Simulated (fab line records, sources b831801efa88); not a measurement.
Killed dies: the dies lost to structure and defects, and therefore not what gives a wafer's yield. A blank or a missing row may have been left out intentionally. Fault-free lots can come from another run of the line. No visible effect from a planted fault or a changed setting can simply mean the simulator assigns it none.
fab line records    flow sky130
record: lots: 12  wafers: 36  last_day: 50
route steps=708 shown VT_ADJUST_HVTR@140 SONOS_ONO@171 METAL1@453 VIA1@470
lots with no fault: from the same line, run without faults
start_h: hours from the record's opening day to when the first of the lot's shown wafers began    wait_h: hours elapsed since this lot's preceding step    " same as the row above    L1.1+2: a row that stands for several wafers    - no value present, or no start provided    * or withheld: withheld    < > ~ a bound
route shown NAME@n: names a module that has steps shown in the file, with the first one's number in the route    usual: average and standard deviation across the fault-free wafers    same: alike in all rows    chamber/n: place in a boat    sites: per-site readings    _std_site: the standard deviation of these    _edge_site: outer sites' mean less inner sites'    radius_mm: for every site, how far away it sits from the centre of the wafer    mask NAME#n: copy n    behind: the most recent tool/chamber to have shaped the wafer    hold: what put the lot on hold/how long, in hours/how the hold closed    device: whichever transistor did not switch (one of n, p or np)    end of line: at the end of the route, the tests of the same wafers    where a step has no rows: the recipe by itself    killed: dies that structure and defects cost at the first sort, which is not the same as the wafer's yield    map: a wafer's dies, marking killed ones x, the rest . and places with no die _
set.NAME: the setting the step ran with; set.NAME@STEP: the setting that earlier step ran with    model.NAME: the simulator's own value behind a step, which no gauge read
steps of the route over a sample of lots; a table a step, a row a wafer
services: a tool's chamber out of use, with start hour (start_h, from the record's first day; less than 0 if before it), hours out, and reason
== steps ==
step: SKY_VT_ADJUST_HVTR_IMPLANT_09
recipe: species: B  energy_kev: 10  dose_cm2: 2.1e+12  tilt_deg: withheld
usual: dose_ions_cm2: 2.1001e+12/2.4e+09  faraday_current_uA: 11.83/0.22
lot.wafer  tool          chamber  start_h  wait_h  dose_ions_cm2  faraday_current_uA
L831.1     implanter-02  0        227.90   0.0     2.1029e+12     12.33
L831.4     "             0        "        "       2.0976e+12     11.88
L831.5     "             0        "        "       2.0982e+12     12.19
L832.1     implanter-03  0        228.20   0.0     2.0978e+12     11.66
L832.4     "             0        "        "       2.0995e+12     11.82
L832.5     "             0        "        "       2.0999e+12     11.80
L836.1     implanter-02  0        255.03   0.0     2.1002e+12     11.60
L836.2     "             0        "        "       2.0984e+12     11.67
L836.6     "             0        "        "       2.0998e+12     11.80
L839.1     implanter-04  0        270.88   0.0     2.1021e+12     12.08
L839.3     "             0        "        "       2.1032e+12     11.95
L839.4     "             0        "        "       2.1032e+12     11.74
L838.3     implanter-02  0        271.94   0.1     2.1035e+12     11.54
L838.5     "             0        "        "       2.1049e+12     11.54
L838.6     "             0        "        "       2.1e+12        11.52
L841.2     implanter-03  0        285.36   0.0     2.1023e+12     11.49
L841.3     "             0        "        "       2.0993e+12     11.97
L841.6     "             0        "        "       2.0972e+12     11.89
L846.3     implanter-03  0        331.55   0.1     1.3101e+12     7.38
L846.5     "             0        "        "       1.3108e+12     7.39
L846.6     "             0        "        "       1.3106e+12     7.48
L847.2     implanter-04  0        338.58   0.0     2.0985e+12     11.82
L847.3     "             0        "        "       2.0987e+12     11.83
L847.6     "             0        "        "       2.0988e+12     11.64
L848.1     implanter-03  0        342.94   0.0     1.3111e+12     7.67
L848.2     "             0        "        "       1.3134e+12     7.48
L848.3     "             0        "        "       1.3121e+12     7.32
L849.1     implanter-04  0        345.03   0.0     2.104e+12      12.48
L849.5     "             0        "        "       2.0993e+12     11.74
L849.6     "             0        "        "       2.1025e+12     12.09
L851.2     implanter-04  0        357.27   0.0     2.0977e+12     11.69
L851.4     "             0        "        "       2.0988e+12     11.83
L851.6     "             0        "        "       2.0969e+12     11.64
L852.1     implanter-04  0        368.54   0.0     2.0996e+12     11.63
L852.2     "             0        "        "       2.0981e+12     12.31
L852.5     "             0        "        "       2.098e+12      11.49
step: SKY_VT_ADJUST_HVTR_TW_MEAS_11
usual: VT_ADJUST_HVTR_TW: 211.0/2.7
lot.wafer  tool           chamber  start_h  wait_h  hold                      VT_ADJUST_HVTR_TW
L831.1     film_metro-04  -        228.15   0.1     -                         213.0
L831.4     "              -        "        "       -                         212.4
L831.5     "              -        "        "       -                         212.9
L832.1     film_metro-01  -        228.45   0.1     -                         208.0
L832.4     "              -        "        "       -                         207.3
L832.5     "              -        "        "       -                         207.9
L836.1     film_metro-04  -        255.28   0.1     -                         213.3
L836.2     "              -        "        "       -                         213.5
L836.6     "              -        "        "       -                         212.9
L839.1     film_metro-01  -        271.13   0.1     -                         208.7
L839.3     "              -        "        "       -                         208.7
L839.4     "              -        "        "       -                         209.0
L838.3     film_metro-03  -        272.16   0.1     -                         212.8
L838.5     "              -        "        "       -                         213.4
L838.6     "              -        "        "       -                         211.7
L841.2     film_metro-04  -        285.59   0.1     -                         212.7
L841.3     "              -        "        "       -                         212.5
L841.6     "              -        "        "       -                         213.2
L846.3     film_metro-01  -        331.77   0.1     await_dispo/0.2h/release  181.5
L846.5     "              -        "        "       await_dispo/0.2h/release  181.8
L846.6     "              -        "        "       await_dispo/0.2h/release  182.0
L846.3     film_metro-01  -        332.11   0.3     -                         181.5
L846.5     "              -        "        "       -                         181.7
L846.6     "              -        "        "       -                         181.2
L847.2     film_metro-03  -        338.81   0.1     -                         212.1
L847.3     "              -        "        "       -                         212.4
L847.6     "              -        "        "       -                         212.4
L848.1     film_metro-04  -        343.19   0.1     await_dispo/0.2h/release  188.1
L848.2     "              -        "        "       await_dispo/0.2h/release  187.4
L848.3     "              -        "        "       await_dispo/0.2h/release  186.8
L848.1     film_metro-04  -        343.42   0.2     -                         187.4
L848.2     "              -        "        "       -                         186.1
L848.3     "              -        "        "       -                         187.4
L849.1     film_metro-01  -        345.28   0.1     -                         209.1
L849.5     "              -        "        "       -                         208.1
L849.6     "              -        "        "       -                         206.7
L851.2     film_metro-04  -        357.50   0.1     -                         213.8
L851.4     "              -        "        "       -                         214.1
L851.6     "              -        "        "       -                         213.6
L852.1     film_metro-01  -        368.79   0.1     -                         205.8
L852.2     "              -        "        "       -                         207.4
L852.5     "              -        "        "       -                         206.3
step: SKY_SONOS_ONO_THK_MEAS_03
recipe: reads: Si3N4_of_SONOS_ONO_CVD_02
usual: SONOS_ONO_CVD_02_THK: 10.48/0.16
lot.wafer  tool           chamber  start_h  wait_h  SONOS_ONO_CVD_02_THK[nm]
L831.1     film_metro-01  -        279.57   0.0     10.55
L831.4     "              -        "        "       10.53
L831.5     "              -        "        "       10.46
L832.1     film_metro-01  -        281.97   0.0     10.71
L832.4     "              -        "        "       10.62
L832.5     "              -        "        "       10.71
L836.1     film_metro-03  -        310.17   0.0     10.65
L836.2     "              -        "        "       10.78
L836.6     "              -        "        "       10.82
L839.1     film_metro-01  -        327.21   0.0     10.57
L839.3     "              -        "        "       10.56
L839.4     "              -        "        "       10.52
L838.3     film_metro-03  -        328.28   0.0     10.39
L838.5     "              -        "        "       10.50
L838.6     "              -        "        "       10.35
L841.2     film_metro-01  -        340.84   0.0     10.46
L841.3     "              -        "        "       10.44
L841.6     "              -        "        "       10.45
L846.3     film_metro-03  -        391.78   0.0     10.62
L846.5     "              -        "        "       10.31
L846.6     "              -        "        "       10.45
L847.2     film_metro-01  -        400.74   0.0     10.41
L847.3     "              -        "        "       10.56
L847.6     "              -        "        "       10.51
L848.1     film_metro-01  -        404.53   0.0     10.61
L848.2     "              -        "        "       10.49
L848.3     "              -        "        "       10.64
L849.1     film_metro-02  -        409.78   0.0     10.46
L849.5     "              -        "        "       10.59
L849.6     "              -        "        "       10.55
L851.2     film_metro-02  -        420.96   0.0     10.20
L851.4     "              -        "        "       10.31
L851.6     "              -        "        "       10.36
L852.1     film_metro-01  -        433.76   0.0     10.24
L852.2     "              -        "        "       10.41
L852.5     "              -        "        "       10.21
step: SKY_METAL1_METAL_ETCH_19
recipe: target_depth_a: 3600  stop_on: SiO2  over_etch_frac: 0.3  time_s: 78  chemistry: Cl2/BCl3  resist_sidewall_deg: 88  pressure_mtorr: 10  icp_w: 900  bias_w: 48.5  Cl2_flow_sccm: 60  bcl3_flow_sccm: 30
usual: bcl3_flow_sccm: 30.01/0.081  drypump_motor_current_A: 6.0/0.54  he_backside_leak_sccm: 3.3/0.37  oes_product_au: 0.856/0.0056  throttle_valve_pct: 22.264/0.0092
lot.wafer  tool          chamber  start_h  wait_h  bcl3_flow_sccm  drypump_motor_current_A  he_backside_leak_sccm  oes_product_au  rf_hours_counter_h  throttle_valve_pct
L831.1     rie_metal-02  1        790.79   0.0     30.07           5.8                      3.0                    0.855           6                   22.266
L831.4     "             0        "        "       30.08           6.2                      3.6                    0.856           -                   22.267
L831.5     "             1        "        "       30.03           5.8                      3.2                    0.855           -                   22.267
L832.1     rie_metal-03  0        793.65   0.0     30.08           5.2                      3.0                    0.858           5                   22.272
L832.4     "             1        "        "       29.87           5.1                      3.6                    0.847           -                   22.247
L832.5     "             1        "        "       29.99           5.1                      3.5                    0.856           -                   22.252
L836.1     rie_metal-02  0        827.21   0.0     29.85           6.2                      5.6                    0.850           8                   22.245
L836.2     "             1        "        "       30.11           5.8                      3.4                    0.865           7                   22.273
L836.6     "             0        "        "       30.00           6.2                      3.5                    0.853           -                   22.252
L838.3     rie_metal-02  0        839.14   0.1     30.05           6.2                      3.4                    0.860           -                   22.252
L838.5     "             1        "        "       30.16           5.8                      3.2                    0.859           -                   22.249
L838.6     "             0        "        "       30.06           6.2                      3.4                    0.858           -                   22.280
L839.1     rie_metal-04  1        841.30   0.0     30.06           6.8                      3.2                    0.848           11                  22.276
L839.3     "             1        "        "       29.90           6.8                      3.2                    0.866           -                   22.249
L839.4     "             0        "        "       30.13           6.2                      3.4                    0.858           -                   22.249
L841.2     rie_metal-04  0        855.14   0.0     29.89           6.2                      3.3                    0.853           6                   22.268
L841.3     "             1        "        "       30.10           6.8                      3.1                    0.858           -                   22.262
L841.6     "             0        "        "       30.00           6.2                      3.4                    0.863           -                   22.255
L846.3     rie_metal-02  1        899.43   0.1     29.95           5.8                      3.3                    0.862           -                   22.265
L846.5     "             0        "        "       30.02           6.2                      3.6                    0.855           -                   22.265
L846.6     "             1        "        "       30.05           5.8                      3.2                    0.863           -                   22.246
L847.2     rie_metal-04  1        917.35   0.0     29.87           6.8                      3.2                    0.851           15                  22.276
L847.3     "             0        "        "       30.02           6.1                      3.2                    0.854           -                   22.262
L847.6     "             0        "        "       29.98           6.1                      3.2                    0.853           -                   22.263
L848.1     rie_metal-02  0        918.56   0.0     30.10           6.2                      3.4                    0.853           12                  22.256
L848.2     "             1        "        "       29.93           5.8                      3.2                    0.869           12                  22.278
L848.3     "             0        "        "       30.15           6.2                      3.6                    0.857           -                   22.262
L849.1     rie_metal-04  0        937.69   0.0     30.06           6.2                      6.4                    0.851           9                   22.271
L849.5     "             0        "        "       30.07           6.1                      3.3                    0.858           -                   22.273
L849.6     "             1        "        "       29.92           6.8                      3.2                    0.851           -                   22.257
L852.1     rie_metal-02  1        940.96   0.1     30.07           5.8                      3.3                    0.856           12                  22.283
L852.2     "             1        "        "       30.04           5.8                      3.2                    0.852           -                   22.258
L852.5     "             1        "        "       30.13           5.8                      3.1                    0.858           -                   22.263
L851.2     rie_metal-03  1        941.86   0.0     29.88           5.1                      3.7                    0.859           1                   22.267
L851.4     "             0        "        "       30.00           5.1                      3.2                    0.860           -                   22.261
L851.6     "             0        "        "       30.07           5.1                      3.3                    0.854           -                   22.266
step: SKY_VIA1_CD_MEAS_12
recipe: target_cd_nm: 150
usual: cd_nm: 150.2/1.5
lot.wafer  tool       chamber  start_h  wait_h  cd_nm
L831.1     cd_sem-02  -        818.67   -       151.0
L831.4     "          -        "        "       152.7
L831.5     "          -        "        "       152.3
L832.1     cd_sem-01  -        821.72   -       152.9
L832.4     "          -        "        "       153.0
L832.5     "          -        "        "       151.3
L836.1     cd_sem-01  -        854.24   -       149.4
L836.2     "          -        "        "       151.0
L836.6     "          -        "        "       149.8
L838.3     cd_sem-02  -        866.68   -       151.6
L838.5     "          -        "        "       149.4
L838.6     "          -        "        "       151.4
L839.1     cd_sem-02  -        868.87   -       148.3
L839.3     "          -        "        "       148.6
L839.4     "          -        "        "       148.8
L841.2     cd_sem-01  -        881.87   -       150.3
L841.3     "          -        "        "       147.6
L841.6     "          -        "        "       150.8
L846.3     cd_sem-01  -        926.19   -       149.3
L846.5     "          -        "        "       149.5
L846.6     "          -        "        "       149.0
L847.2     cd_sem-01  -        944.60   -       149.0
L847.3     "          -        "        "       148.9
L847.6     "          -        "        "       149.1
L848.1     cd_sem-01  -        945.79   -       152.6
L848.2     "          -        "        "       149.6
L848.3     "          -        "        "       152.5
L849.1     cd_sem-02  -        963.53   -       149.0
L849.5     "          -        "        "       149.9
L849.6     "          -        "        "       147.9
L852.1     cd_sem-01  -        966.95   -       149.0
L852.2     "          -        "        "       148.4
L852.5     "          -        "        "       148.1
L851.2     cd_sem-02  -        967.81   -       150.2
L851.4     "          -        "        "       150.2
L851.6     "          -        "        "       148.9
== services ==
tool          chamber  start_h  hours  kind
implanter-03  -        214.06   0.8    repair
implanter-04  -        218.95   4.5    repair
rie_metal-04  0        222.77   3.8    repair
implanter-04  -        244.24   4.3    pm
rie_metal-04  1        255.26   2.4    repair
implanter-03  -        262.29   4.1    repair
rie_metal-02  -        263.27   2.8    pm
implanter-04  -        291.74   3.9    pm
rie_metal-02  -        317.19   0.9    repair
rie_metal-04  -        317.59   1.1    repair
implanter-04  -        365.04   1.8    repair
implanter-03  -        370.38   1.2    repair
rie_metal-02  -        410.91   0.4    repair
implanter-04  -        500.56   2.7    repair
rie_metal-02  1        568.59   1.9    repair
implanter-03  -        572.89   6.5    pm
rie_metal-02  1        580.11   5.8    repair
rie_metal-02  0        624.34   26.3   repair
rie_metal-04  -        667.25   0.2    repair
rie_metal-02  0        692.03   4.7    repair
implanter-04  -        733.24   5.0    pm
implanter-04  -        817.35   5.9    repair
rie_metal-02  -        895.60   1.4    pm
rie_metal-02  0        937.71   21.2   repair
== key ==
first_sign: step: SKY_VT_ADJUST_HVTR_IMPLANT_09  reading: dose_ions_cm2  direction: down  sigmas: 99+  usual: *  struck: *
effect: step: SKY_VT_ADJUST_HVTR_IMPLANT_09  reading: faraday_current_uA  direction: down  sigmas: 20  usual: 11.83  struck: 7.45
effect: step: SKY_VT_ADJUST_HVTR_TW_MEAS_11  reading: visit  direction: added
effect: step: SKY_VT_ADJUST_HVTR_TW_MEAS_11  reading: VT_ADJUST_HVTR_TW  direction: down  sigmas: 9.7  usual: 211.0  struck: 184.6
met_at SKY_VT_ADJUST_HVTR_IMPLANT_09
struck_lots L846,L848
tester_left_out L846,L848
not_acting_at SKY_SONOS_ONO_THK_MEAS_03,SKY_METAL1_METAL_ETCH_19,SKY_VIA1_CD_MEAS_12
onset_between 285.36 331.55
fault: kind: process_parameter_drift  tool: implanter-03  chamber: -  onset_h: 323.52  steps: SKY_VT_ADJUST_HVTR_IMPLANT_09  channel: dose_cm2  offset: *  shape: step  end_h: 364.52  acts_in: *  stated: *
tester_left_out: of these lots the tester's yield and bins aren't shown, on N5 and GAA mostly nor the transistor test; their killed dies are dies lost to structure and defects alone, not to doping, threshold or leakage, so they don't give the yield
